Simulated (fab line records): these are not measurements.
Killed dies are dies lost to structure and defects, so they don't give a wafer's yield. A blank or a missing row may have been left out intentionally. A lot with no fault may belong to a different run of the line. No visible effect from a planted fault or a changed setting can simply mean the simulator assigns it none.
The same fault as seen by 2 desks    flow gf180mcu    what lay behind the numbers comes last; until then each desk has only its own

== FOR THE TOOL OWNER'S DESK: rie diel-01 ==
The tool's own readings at GF_HV_LDD_ETCHBACK_58 (etches Si3N4 in CH3F/O2, stops on SiO2, time 100 s, target depth 90 nm): means of the sampled wafers that have a number, for each lot that ran on this tool. The brackets show how far a lot's mean lies from the usual mean; more than 4 standard deviations puts the lot out of limits, marked OUT.
Columns: A = drypump motor current A at GF_HV_LDD_ETCHBACK_58, usual 5.7 A; B = oes product au at GF_HV_LDD_ETCHBACK_58, usual 0.843 a.u.; C = run length s at GF_HV_LDD_ETCHBACK_58, usual 128.5 s; D = throttle valve pct at GF_HV_LDD_ETCHBACK_58, usual 10.561 %
lot   first seen here  A    B                C                D
L812  day 12 22:55     5.7  0.838            128.6            10.562
L817  day 14 17:20     5.7  0.922 (+13) OUT  111.2 (-29) OUT  10.575
L818  day 14 23:37     5.7  0.922 (+13) OUT  111.1 (-30) OUT  10.553
L829  day 19 05:22     5.7  0.843            128.9            10.558
L831  day 19 18:49     5.6  0.843            128.2            10.553
L833  day 20 11:31     5.7  0.838            128.2            10.566
This desk's finding: out of limits on L817, L818; first on L817, day 14 17:20 (oes product au at GF_HV_LDD_ETCHBACK_58). Within limits: L812, L829, L831, L833.

== AT THE METROLOGY DESK ==
What the gauges read, lot by lot, whatever tool the lot ran on: means of the sampled wafers that have a number. The brackets show how far a lot's mean lies from the usual mean; more than 4 standard deviations puts the lot out of limits, marked OUT.
Columns: A = POLY_GATE_OXIDATION_THK at GF_POLY_GATE_THK_MEAS_17, usual 4.01 nm; B = HV_LDD_TW at GF_HV_LDD_TW_MEAS_11, usual 2392; C = cd nm at GF_HV_LDD_CD_MEAS_19, usual 400.3 nm
lot   first seen here  A     B     C
L810  day 9 02:53      4.01  2423  400.7
L812  day 9 17:03      3.98  2352  403.8
L817  day 11 06:47     4.00  2352  403.1
L818  day 11 12:14     4.04  2404  398.1
L823  day 13 01:53     4.00  2426  400.6
L824  day 13 05:49     3.96  2356  403.4
L826  day 14 09:33     4.03  2411  400.0
L827  day 14 13:20     4.06  2403  398.8
L828  day 14 18:29     4.09  2363  401.4
L829  day 15 05:44     4.15  2394  396.8
L830  day 15 12:08     3.92  2428  400.3
L831  day 15 18:26     3.97  2399  402.5
L832  day 15 22:44     4.06  2342  402.9
L833  day 16 09:10     4.00  2423  399.7
This desk's finding: nothing out of limits on any of the 14 lots.

== ALL TOGETHER ==
At day 14 17:20, on L817, L818, the tool owner's desk was in a position to raise an alarm.
At the metrology desk, nothing out of limits was observed.
The metrology desk has L817, L818 on record, within its limits.
On rie diel-01, each named lot ran GF_HV_LDD_ETCHBACK_58.

== WHAT THE SIMULATOR HAD PUT IN ==
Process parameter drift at GF_HV_LDD_ETCHBACK_58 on rie diel-01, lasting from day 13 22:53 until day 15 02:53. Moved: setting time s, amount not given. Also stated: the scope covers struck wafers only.
Struck lots among those shown: L817, L818.
How many hours passed from the start of the fault until each desk's first out-of-limits reading: the tool owner's desk, 18.
